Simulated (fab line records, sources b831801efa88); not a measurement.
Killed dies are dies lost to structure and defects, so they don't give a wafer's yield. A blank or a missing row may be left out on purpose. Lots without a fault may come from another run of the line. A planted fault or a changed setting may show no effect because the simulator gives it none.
A struck lot beside a sound one | flow gf180mcu | 14 steps out of a route of 602
Sound: wafers L908.3, L908.4, L908.5. Struck: wafers L920.1, L920.2, L920.5. The cause comes at the end.
At each step with rows: each side's tool, then ch and its chambers, then its first start. Under that, the readings that differ: sound wafers | struck wafers | difference of the means | sigmas: that difference in standard deviations of wafers without a fault.
alike: readings whose means differ by less than 2 such deviations, and words and numbers that are the same on both sides. not compared: withheld readings, readings that some wafer has no value for, bounds like >300 that may hide the same value, and numbers for which the record gives no deviation and whose values overlap.
The two part at a step that has a row with sigmas, a row that says differs or no value, or rows on one side only. Numbers that don't overlap but have no deviation are shown without sigmas and don't part them. A reading that every wafer of one side lacks parts them only if that side has two wafers or more.

GF_V2_THK_MEAS_01:
  sound on film_metro-04, day 22 11:07; struck on film_metro-03, day 26 02:12
  alike: V2_CVD_00_THK
GF_V2_CVD_02: deposits SiO2 from TEOS, target thk 850 nm, time 94.851 s.
  sound on pecvd-02 ch 0,2, day 22 11:10; struck on pecvd-01 ch 1,2, day 26 02:16
  alike: heater_power_w
GF_V2_THK_MEAS_03:
  sound on film_metro-03, day 22 11:15; struck on film_metro-04, day 26 02:22
  alike: V2_CVD_02_THK
GF_V2_CMP_04: polishes SiO2.
  sound on cmp-02 ch 0,1,3, day 22 11:17; struck on cmp-02 ch 2,3, day 26 02:26
  alike: head_pressure_psi, motor_current_A, time_to_endpoint_s
GF_V2_BOW_MEAS_05:
  sound on film_metro-02, day 22 11:38; struck on film_metro-02, day 26 02:44
  alike: V2_BOW
then, 7 steps without rows for these wafers: GF_V2_DEHYDRATE_06 (time 60 s); GF_V2_HMDS_07 (prime time 60 s); GF_V2_COAT_08; GF_V2_COAT_09 (resist thk 1000 nm); GF_V2_SOFTBAKE_10 (time 60 s); GF_V2_EXPOSE_11 (exposes mask Via2, target cd 260 nm); GF_V2_PEB_12 (peb time 90 s).
GF_V2_DEVELOP_13: develop time 60 s.
  sound on litho_track-03 ch 0, day 23 10:23; struck on litho_track-04, day 26 23:08
  no value came back on the struck wafers for chill_plate_temp_C (C), develop_time_s (s); on the sound wafers chill_plate_temp_C (C) reads 22.77 22.90 22.79
  reading                             | sound             | struck          | difference | sigmas
  model.KrF_of_V2_COAT_09.thk_nm (nm) | 985.1 985.6 988.1 | 1002 1003 998.8 | +15        |
GF_V2_CD_MEAS_14: target cd 260 nm.
  sound on cd_sem-01, day 23 10:31; struck on cd_sem-02, day 26 23:17
  reading    | sound             | struck | difference                    | sigmas
  cd_nm (nm) | 259.2 258.6 256.9 | - - -  | no value on the struck wafers |

WHERE THEY PART
First at GF_V2_DEVELOP_13; last, within this record, at GF_V2_CD_MEAS_14.

WHY: what the simulator had put in
Skipped step whole: litho_track-04, from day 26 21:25 on, at GF_V2_DEVELOP_13. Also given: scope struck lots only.
